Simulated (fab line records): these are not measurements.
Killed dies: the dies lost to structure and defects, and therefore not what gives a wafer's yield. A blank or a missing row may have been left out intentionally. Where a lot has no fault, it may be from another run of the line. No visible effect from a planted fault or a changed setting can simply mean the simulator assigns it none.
Lot-split experiment ; flow sfq line ; 23 wafers read across 5 lots, on a route 325 steps long

== THE SPLIT ==
At SFQ_TRILAYER_M5_LITHO_PEB_126 (peb time 60 s), the setting peb time s was moved away from the recipe's 60 s on 10 of the 23 wafers read, by -6.8% to +10.2%. For the rest of the wafers, this setting stayed at what the recipe calls for.

== FROM THE SPLIT TO THE READING: what the file shows between them, 2 steps ==
- SFQ_TRILAYER_M5_LITHO_DEVELOP_125: time 60 s
- SFQ_TRILAYER_M5_BARC_OPEN_METAL_ETCH_161: etches BARC in O2, target depth 125 nm, time 43.07 s

== THE READING ==
M5.cd nm (the simulator's own value, which no gauge read), in nm, at SFQ_TRILAYER_M5_ETCH_METAL_ETCH_126 (etches Nb in Cl2/BCl3, stops on SiO2, time 203.2 s, target depth 265 nm). There is no usual value for it anywhere in the file. Average 700.2 nm, standard deviation 1.5 nm, over the 13 wafers here run with the recipe.

wafer;tool, chamber at the split;peb time s as run, s;against the recipe;M5.cd nm, nm;against lot-mates on the recipe
L074.1;litho track-01, 0;60;recipe;700;-
L074.2;litho track-01, 0;60;recipe;700.7;-
L074.3;litho track-01, 0;66.12;+10.2%;685.5;-14.9
L074.4;litho track-01, 0;60;recipe;700.5;-
L074.5;litho track-01, 0;66.12;+10.2%;684.8;-15.6
L077.1;litho track-01, 0;60;recipe;700.2;-
L077.4;litho track-01, 0;60;recipe;699.1;-
L077.5;litho track-01, 0;60;recipe;699.3;-
L082.1;litho track-01, 0;64.82;+8.0%;686.9;-13.0
L082.5;litho track-01, 0;64.82;+8.0%;686.9;-13.0
L082.2;litho track-01, 0;60;recipe;698.8;-
L082.3;litho track-01, 0;60;recipe;699.6;-
L082.4;litho track-01, 0;60;recipe;701.4;-
L084.1;litho track-02, 0;60;recipe;698.6;-
L084.3;litho track-02, 0;60;recipe;697.8;-
L084.4;litho track-02, 0;55.93;-6.8%;708.9;+10.7
L084.5;litho track-02, 0;55.93;-6.8%;710.1;+11.9
L084.6;litho track-02, 0;55.93;-6.8%;709.4;+11.2
L085.1;litho track-02, 0;65.37;+9.0%;692.1;-10.9
L085.2;litho track-02, 0;60;recipe;703.3;-
L085.3;litho track-02, 0;65.37;+9.0%;690.6;-12.4
L085.4;litho track-02, 0;65.37;+9.0%;692.2;-10.8
L085.6;litho track-02, 0;60;recipe;702.8;-

THE FIT
A straight line over all 23 wafers: M5.cd nm changes by -1.32 nm for each +1% of peb time s; r = -0.96; the points scatter about the line by 2 nm.
The same after taking each lot's own level away (the mean of its wafers on the recipe; 23 wafers): -1.5 nm for each +1%; r = -0.99; scatter 1 nm.
Per that fit: largest peb time s move, reading shift of 15 nm.
Across the lots, their own levels run from 698.20 to 703.05 nm, a range of 3.1 times the standard deviation given above.
In other words, the slope is changed by the lot-to-lot level; the two fits disagree.
Check: -14.9 nm against its lot-mates is what the line predicts for one of the wafers moved furthest among these (+10.2%) when that wafer is left out of the fit. It came out at -14.9 nm against them.

== ADDITIONAL SPLITS CARRIED BY THESE WAFERS ==
Other splits were also applied to these wafers ahead of the reading. Each is held against what the fit with the lots' levels taken away leaves over:
other split on the same wafers;wafers away from the commonest value;r with M5.cd nm (lot level and that fit taken away)
SFQ_TRILAYER_I4_VIA_LITHO_EXPOSE_104 dose mj;6;+0.13
SFQ_TRILAYER_JJ_TRILAYER_DEP_SPUTTER_110 time s;7;+0.08
SFQ_TRILAYER_JJ_TRILAYER_DEP_SPUTTER_112 power w;8;-0.22
SFQ_TRILAYER_JJ_CE_LITHO_PEB_117 peb temp c;6;+0.16

== THE WHOLE CHAIN: every reading that the file lists as answering this split, in the file's order ==
step;what it does;reading;change (the file's fit);r (the file's)
SFQ_TRILAYER_M5_BARC_OPEN_METAL_ETCH_161;etches BARC in O2, target depth 125 nm, time 43.07 s;M5.cd nm (the simulator's own value, which no gauge read);-1.42 nm for each +1% of the setting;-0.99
SFQ_TRILAYER_M5_ETCH_METAL_ETCH_126;etches Nb in Cl2/BCl3, stops on SiO2, time 203.2 s, target depth 265 nm;M5.cd nm (the simulator's own value, which no gauge read);-1.49 nm for each +1% of the setting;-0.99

== THE FILE'S OWN FIT ==
M5.cd nm changes by -1.49 nm for each +1% of peb time s, r = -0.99.
